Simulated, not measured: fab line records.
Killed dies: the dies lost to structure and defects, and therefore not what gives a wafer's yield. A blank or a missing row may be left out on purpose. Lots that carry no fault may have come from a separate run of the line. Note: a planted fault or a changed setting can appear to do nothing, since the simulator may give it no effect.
A single fault, viewed from 2 desks -- flow sky130 -- only its own numbers are on each desk; what lay behind them is given at the end

== THE TOOL OWNER'S DESK: pvd sputter-03 ==
The tool's own readings at SKY_LOCAL_INTERCONNECT_SPUTTER_00 (material TiN, target thk 100 nm, time 83.3 s): means of the sampled wafers that have a number, for each lot that ran on this tool. Marked OUT: a lot whose mean sits more than 4 standard deviations from the usual mean, which makes it out of limits; the brackets give that distance.
Columns: A = throttle valve pct at SKY_LOCAL_INTERCONNECT_SPUTTER_00, usual 29.9 %
lot,first seen here,A
L841,day 29 05:32,30.4
L844,day 30 19:19,29.5
L846,day 30 22:57,29.1
L847,day 31 05:57,29.5
L849,day 31 19:02,30.0
L850,day 32 07:47,30.1
L858,day 34 21:35,30.1
L859,day 35 12:15,29.9
L860,day 35 17:08,30.0
Result from this desk: across the 9 lots, nothing is out of limits.

== FROM THE METROLOGY DESK ==
What the gauges read for every lot (on any tool): the sampled wafers with a number, averaged. Marked OUT: a lot whose mean sits more than 4 standard deviations from the usual mean, which makes it out of limits; the brackets give that distance.
Columns: A = LDD_P_TW at SKY_LDD_P_TW_MEAS_11, usual 631.6; B = LOCAL_INTERCONNECT_TIN_RS at SKY_LOCAL_INTERCONNECT_RS_MEAS_01, usual 14.21 ohm/sq; C = LOCAL_INTERCONNECT_TIN_THK at SKY_LOCAL_INTERCONNECT_THK_MEAS_02, usual 99.7 nm
lot,first seen here,A,B,C
L841,day 19 01:26,629.8,14.31,98.3
L842,day 19 08:35,630.4,14.18,101.0
L844,day 20 20:17,634.7,14.28,100.1
L846,day 21 00:56,627.7,14.30,99.3
L847,day 21 06:58,631.7,13.95,101.9
L849,day 21 22:41,631.2,13.96,102.1
L850,day 22 11:02,631.1,14.09,101.8
L856,day 24 20:01,630.0,14.10,101.3
L858,day 25 12:13,634.5,14.19,99.1
L859,day 26 01:02,630.9,14.28,98.1
L860,day 26 03:43,633.3,14.19,100.6
L862,day 26 19:14,633.8,14.22,99.2
Result from this desk: across the 12 lots, nothing is out of limits.

== TAKEN TOGETHER ==
Nothing out of limits was seen by the tool owner's desk.
Nothing out of limits was seen by the metrology desk.

== WHAT THE SIMULATOR HAD INSERTED ==
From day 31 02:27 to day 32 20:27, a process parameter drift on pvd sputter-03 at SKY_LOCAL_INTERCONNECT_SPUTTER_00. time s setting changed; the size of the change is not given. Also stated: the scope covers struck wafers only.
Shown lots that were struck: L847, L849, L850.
